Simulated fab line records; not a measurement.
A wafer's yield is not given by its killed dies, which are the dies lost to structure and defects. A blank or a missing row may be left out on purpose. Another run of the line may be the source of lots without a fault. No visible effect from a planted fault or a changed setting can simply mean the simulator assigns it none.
8D (eight disciplines) problem report, filled in by code -- flow sky130 -- the parts of the form that need people (team, actions taken, sign-off) are left out

## 1. WHAT IS WRONG
At SKY_CONTACT_DEVELOP_13, developer temp C averages 23.01 C over 6 wafers from 2 lots, while fault-free wafers read 21.00 C, standard deviation 0.1. Measured from the usual mean, that is +20 standard deviations.
The step: develop time 60 s.
Seen first at day 34 23:00 on litho track-01, wafer L374.1. The record holds 18 wafers of 6 lots with a number at this step. The rule behind "out" and "out of limits": a value lying over 4 standard deviations away from the usual mean. All remaining wafers that have a number are taken as sound.

## 2. WHAT IT IS, AND WHAT IT ISN'T
question,is,is not
which readings at this step,developer temp C,-
which lots,"L374, L376","L378, L379, L380, L385"
which wafers of those lots,all that have a number,-
read on which tools,litho track-01,"litho track-03, litho track-04"
when,from day 34 23:00,"up to then (0 sound wafers); but 12 sound wafers of L378, L379, L380, L385 came after"

## 3. WHAT RULES OUT EACH SUSPECT
Counting: a tool stays on the suspect list if, at a process step up to the reading, it processed all lots that are out and no sound lot following the first of them.
- cmp-01 at SKY_CONTACT_CMP_04 (polishes SiO2): ruled out as a lasting fault. Sound lots L378, L385 ran on it after its first lot that is out, L374 (day 33 21:13).
- litho track-01 at SKY_CONTACT_DEVELOP_13 (develop time 60 s): ruled out as a lasting fault. Sound lots L385 ran on it after its first lot that is out, L374 (day 34 23:00).
Left after counting: nothing in the record.

## 4. THE CAUSE (what the simulator had put in)
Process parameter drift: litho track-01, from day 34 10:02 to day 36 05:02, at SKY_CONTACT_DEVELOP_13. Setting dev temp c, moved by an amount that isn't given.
Counting ruled it out, wrongly.

## 5. THE CHAIN OF EFFECTS, in route order
Each row: a reading where the mean over the struck wafers with a number is more than 3 standard deviations away from the usual. Readings are gone through only where the record gives a usual standard deviation; hours: the median, over the lots, of the time from a lot's start at the first step in this table giving one to that lot's start at this step; sigmas: the change measured in usual standard deviations.
hours,step,reading,usual,on struck wafers,change,sigmas
0,SKY_CONTACT_DEVELOP_13,developer temp C,21.00 C,23.01,+2.01,+20
Its process steps:
- SKY_CONTACT_DEVELOP_13: develop time 60 s.
Later measuring or inspecting steps at which every struck wafer that the step has a row for has a number for every such reading, and none has moved that far: SKY_CONTACT_CD_MEAS_14.

## 6. WHAT WOULD HAVE CAUGHT IT SOONER
First out-of-limits reading in this record: day 34 23:00, which is 13 hours after fault onset at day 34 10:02.
